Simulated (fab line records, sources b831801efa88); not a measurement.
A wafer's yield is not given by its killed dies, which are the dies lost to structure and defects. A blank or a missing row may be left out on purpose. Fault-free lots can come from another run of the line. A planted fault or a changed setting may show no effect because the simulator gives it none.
The same fault as seen by 2 desks ; flow sfqLine ; only its own numbers are on each desk; what lay behind them is given at the end

THE TOOL OWNER'S DESK: pvdSputter-04
The tool's own readings at SFQ_TRILAYER_JJ_TRILAYER_DEP_SPUTTER_112 (material Nb, target thk 170 nm, time 113.3 s): means of the sampled wafers that have a number, for each lot that ran on this tool. If a lot's mean is further than 4 standard deviations from the usual mean, the lot is out of limits and carries the mark OUT (the distance appears in the brackets).
Columns: A = basePressurePa at SFQ_TRILAYER_JJ_TRILAYER_DEP_SPUTTER_112, usual 1.33e-06 Pa; B = throttleValvePct at SFQ_TRILAYER_JJ_TRILAYER_DEP_SPUTTER_112, usual 30.1 %
lot;first seen here;A;B
L851;day 46 16:29;1.21e-06;29.7
L854;day 50 15:35;1.33e-06;29.6
L860;day 54 13:59;1.33e-06;30.7
L863;day 55 06:49;1.27e-06;30.1
Result from this desk: across the 4 lots, nothing is out of limits.

METROLOGY DESK
What the gauges read, lot by lot, whatever tool the lot ran on: means of the sampled wafers that have a number. If a lot's mean is further than 4 standard deviations from the usual mean, the lot is out of limits and carries the mark OUT (the distance appears in the brackets).
Columns: A = JJ_NB_RS at SFQ_JJ_RS_MEAS_929, usual 1.047 ohm/sq
lot;first seen here;A
L848;day 43 00:52;1.030
L850;day 46 08:46;1.062
L851;day 46 16:34;1.041
L852;day 46 20:12;1.042
L853;day 46 21:24;1.060
L854;day 50 15:40;1.057
L855;day 51 21:14;1.047
L860;day 54 14:05;0.961 (-8.6) OUT
L861;day 54 22:16;1.054
L863;day 55 06:54;0.962 (-8.5) OUT
L867;day 57 23:58;1.053
L868;day 58 01:07;1.041
L869;day 58 02:20;1.050
L871;day 58 15:27;1.043
This desk finds L860, L863 out of limits, with the earliest case on L860 at day 54 14:05 (JJ_NB_RS at SFQ_JJ_RS_MEAS_929). L848, L850, L851, L852, L853, L854, L855, L861, L867, L868, L869, L871 stayed within limits.

PUT TOGETHER
At day 54 14:05 the metrology desk could have sounded an alarm, on L860, L863.
Nothing out of limits was seen by the tool owner's desk.
Tool owner's desk: L860, L863 on record, inside its limits.
All the named lots went through SFQ_TRILAYER_JJ_TRILAYER_DEP_SPUTTER_112 on pvdSputter-04.

WHAT WAS PUT IN BY THE SIMULATOR
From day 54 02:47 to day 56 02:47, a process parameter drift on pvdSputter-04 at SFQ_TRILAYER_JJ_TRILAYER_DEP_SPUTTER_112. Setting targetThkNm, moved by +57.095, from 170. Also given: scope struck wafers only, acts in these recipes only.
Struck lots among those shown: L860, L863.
Per desk, hours elapsed from the start of the fault to the first reading out of limits: for the metrology desk, 11.
